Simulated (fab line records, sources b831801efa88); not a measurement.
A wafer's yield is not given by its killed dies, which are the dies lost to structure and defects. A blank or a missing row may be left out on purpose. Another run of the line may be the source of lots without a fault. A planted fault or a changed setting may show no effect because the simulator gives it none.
Problem report in the 8D (eight disciplines) form, filled by code	flow sky130	the parts of the form that need people (team, actions taken, sign-off) are left out

== 1. THE ISSUE ==
VT_ADJUST_LVTN_TW at SKY_VT_ADJUST_LVTN_TW_MEAS_10 reads a mean of 29.8 on 6 wafers of 2 lots; wafers without a fault read 241.5 with a standard deviation of 1.5. So: -99 or more standard deviations from the usual mean.
First seen on wafer L628.1, day 8 10:14, on film-metro-01. The record holds 42 wafers of 14 lots with a number at this step. By rule, "out" or "out of limits" means more than 4 standard deviations away from the usual mean. The other wafers with a number count as sound.

== 2. WHAT IT IS; WHAT IT IS NOT ==
question	is	is not
which readings at this step	VT_ADJUST_LVTN_TW	-
which lots	L628, L630	L622, L623, L624, L626, L627, L629, L637, L639, L641, L642, L643, L644
which wafers of those lots	all that have a number	-
read on which gauges	film-metro-01	film-metro-02, film-metro-04
when	from day 8 10:14	up to then (15 sound wafers); but 21 sound wafers of L629, L637, L639, L641, L642, L643, L644 came after

== 3. WHAT RULES OUT EACH SUSPECT ==
Counting: a tool stays on the suspect list if, at a process step up to the reading, it processed all lots that are out and no sound lot following the first of them.
- the gauge at SKY_VT_ADJUST_LVTN_TW_MEAS_10: kept. All the wafers that are out were read on film-metro-01, and no step on other tools shows them out.
- litho-track-04 at SKY_VT_ADJUST_LVTN_DEVELOP_06 (develop time 60 s): ruled out as a lasting fault. The sound lots L641, L644 went through it after L628, its earliest lot that is out (day 8 09:00).
Remaining after the count: film-metro-01 at SKY_VT_ADJUST_LVTN_TW_MEAS_10.

== 4. THE CAUSE (what the simulator had put in) ==
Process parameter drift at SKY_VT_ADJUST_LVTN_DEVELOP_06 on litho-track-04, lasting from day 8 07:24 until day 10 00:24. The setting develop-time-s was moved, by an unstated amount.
The count ruled it out by mistake, since the rule takes a fault to strike every lot its tool runs from the start of the fault on, and this one did not do so.

== 5. SEQUENCE OF EFFECTS, ordered by route ==
Each row: a reading whose mean over the struck wafers that have a number lies more than 3 standard deviations from the usual. Only readings for which the record gives a usual standard deviation are gone through. hours: the time from each lot's start at the first step in this table that gives one to its start at this step, as a median over the lots. sigmas: the change in usual standard deviations.
hours	step	reading	usual	on struck wafers	change	sigmas
0	SKY_VT_ADJUST_LVTN_TW_MEAS_10	VT_ADJUST_LVTN_TW	241.5	29.8	-211.7	-99 or more
Readings that are blank on the struck wafers while sound wafers have them: VT_ADJUST_LVTN_OVL at SKY_VT_ADJUST_LVTN_OVL_MEAS_07.
At these later measuring or inspecting steps, every struck wafer for which the step has a row has a number for every such reading, and none has moved that far: SKY_VT_ADJUST_HVTR_OVL_MEAS_08.

== 6. HOW IT WOULD HAVE BEEN CAUGHT EARLIER ==
Counted from the fault's start at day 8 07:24, it took 3 hours until the first out-of-limits reading at a measuring or inspecting step in this record, taken at day 8 10:14.
Between SKY_VT_ADJUST_LVTN_DEVELOP_06 and SKY_VT_ADJUST_LVTN_TW_MEAS_10, SKY_VT_ADJUST_LVTN_OVL_MEAS_07 gave no VT_ADJUST_LVTN_OVL on the struck wafers, where sound wafers have one: a measuring or inspecting step that comes back empty is itself a sign.
